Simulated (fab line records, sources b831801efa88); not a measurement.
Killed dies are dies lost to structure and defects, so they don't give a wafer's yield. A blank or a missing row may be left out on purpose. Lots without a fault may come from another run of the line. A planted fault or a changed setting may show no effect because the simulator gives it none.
Chamber matching | flow sky130 | SKY_VIA2_ETCH_14 on rie_diel-01: 4 sister chambers
The step etches BARC in N2/H2, stops on SiO2, time 45.9 s, target depth 60 nm. 4 wafers are shown with their chamber, then 10 later ones without.

WAFERS WITH THEIR CHAMBER
wafer  | chamber | drypump_motor_current_A (A)
L085.5 | 3       | 6.0
L090.5 | 0       | 6.6
L091.2 | 2       | 6.4
L091.3 | 1       | 5.8

WAFERS WITHOUT THEIR CHAMBER
wafer  | drypump_motor_current_A (A)
L091.4 | 6.6
L092.3 | 5.8
L092.4 | 6.0
L092.5 | 6.7
L096.2 | 6.4
L096.3 | 5.9
L096.5 | 5.8
L097.1 | 6.0
L097.4 | 6.7
L097.5 | 6.0

WHICH CHAMBER EACH WENT THROUGH
wafer  | from the rows above     | in truth
L091.4 | 0                       | 0
L092.3 | 1                       | 1
L092.4 | 3                       | 3
L092.5 | 0                       | 0
L096.2 | 2                       | 2
L096.3 | can't be placed: 3 or 1 | 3
L096.5 | 1                       | 1
L097.1 | 3                       | 3
L097.4 | 0                       | 0
L097.5 | 3                       | 3
Placed correctly: 9 of 10. Can't be placed from these rows: 1 (the true chamber is among the candidates in 1). Placed wrongly: 0.
How it was worked out, from the rows above alone: a wafer's distance from a chamber is the root of the sum, over the readings, of the square of ((its reading less the chamber's mean) divided by the reading's scatter). The wafer belongs to the nearest chamber; if the next one is less than 2 further off, it can't be placed. A chamber's mean is the mean of its shown wafers. The scatter: with one shown wafer a chamber, the root of the mean of the squares of how far each hidden wafer lies from its nearest shown one.
